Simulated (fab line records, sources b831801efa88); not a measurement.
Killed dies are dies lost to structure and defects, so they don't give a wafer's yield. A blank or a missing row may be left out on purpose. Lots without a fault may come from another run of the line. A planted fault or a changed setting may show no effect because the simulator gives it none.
A struck lot beside a sound one | flow sky130 | 14 steps out of a route of 708
Sound: wafers L309.2, L309.3, L309.5. Struck: wafers L316.1, L316.3, L316.4. The cause comes at the end.
At each step with rows: each side's tool, then ch and its chambers, then its first start. Under that, the readings that differ: sound wafers | struck wafers | difference of the means | sigmas: that difference in standard deviations of wafers without a fault.
alike: readings whose means differ by less than 2 such deviations, and words and numbers that are the same on both sides. not compared: withheld readings, readings that some wafer has no value for, bounds like >300 that may hide the same value, and numbers for which the record gives no deviation and whose values overlap.
The two part at a step that has a row with sigmas, a row that says differs or no value, or rows on one side only. Numbers that don't overlap but have no deviation are shown without sigmas and don't part them. A reading that every wafer of one side lacks parts them only if that side has two wafers or more.

first, 1 step without rows for these wafers: SKY_VT_ADJUST_HVTP_DEVELOP_06 (develop time 60 s).
SKY_VT_ADJUST_HVTP_CD_MEAS_07: target cd 380 nm.
  sound on cd_sem-02, day 8 05:01; struck on cd_sem-02, day 10 12:25
  alike: cd_nm
SKY_VT_ADJUST_HVTP_OVL_MEAS_08:
  sound on overlay-02, day 8 05:07; struck on overlay-01, day 10 12:32
  alike: VT_ADJUST_HVTP_OVL
then, 1 step without rows for these wafers: SKY_VT_ADJUST_HVTP_IMPLANT_09.
SKY_VT_ADJUST_HVTP_STRIP_10: strips in O2/N2.
  sound on plasma_asher-03 ch 0,1, day 8 05:17; struck on plasma_asher-04 ch 0,1, day 10 12:44
  alike: chamber_pressure_mTorr, drypump_motor_current_A, oes_product_au, strip_time_to_endpoint_s
  not compared: rf_hours_counter_h
SKY_VT_ADJUST_HVTP_TW_MEAS_11:
  sound on film_metro-03, day 8 05:24; struck on film_metro-03, day 10 12:50
  alike: VT_ADJUST_HVTP_TW
then, 6 steps without rows for these wafers: SKY_VT_ADJUST_LVTN_DEHYDRATE_00 (time 60 s); SKY_VT_ADJUST_LVTN_HMDS_01 (prime time 60 s); SKY_VT_ADJUST_LVTN_COAT_02 (resist thk 3000 nm); SKY_VT_ADJUST_LVTN_SOFTBAKE_03; SKY_VT_ADJUST_LVTN_EXPOSE_04 (exposes mask NWM COMPLEMENT LESS NATIVE, target cd 840 nm); SKY_VT_ADJUST_LVTN_PEB_05.
SKY_VT_ADJUST_LVTN_DEVELOP_06: develop time 60 s.
  sound on litho_track-01 ch 0, day 9 01:00; struck on litho_track-04, day 11 11:00
  no value came back on the struck wafers for chill_plate_temp_C (C), develop_time_s (s); on the sound wafers chill_plate_temp_C (C) reads 22.96 22.86 22.97
SKY_VT_ADJUST_LVTN_OVL_MEAS_07:
  sound on overlay-01, day 9 01:39; struck on overlay-01, day 11 11:56
  reading                 | sound         | struck | difference                    | sigmas
  VT_ADJUST_LVTN_OVL (nm) | 1.6 -0.3 -1.2 | - - -  | no value on the struck wafers |

WHERE THEY PART
First at SKY_VT_ADJUST_LVTN_DEVELOP_06; last, within this record, at SKY_VT_ADJUST_LVTN_OVL_MEAS_07.

WHY: what the simulator had put in
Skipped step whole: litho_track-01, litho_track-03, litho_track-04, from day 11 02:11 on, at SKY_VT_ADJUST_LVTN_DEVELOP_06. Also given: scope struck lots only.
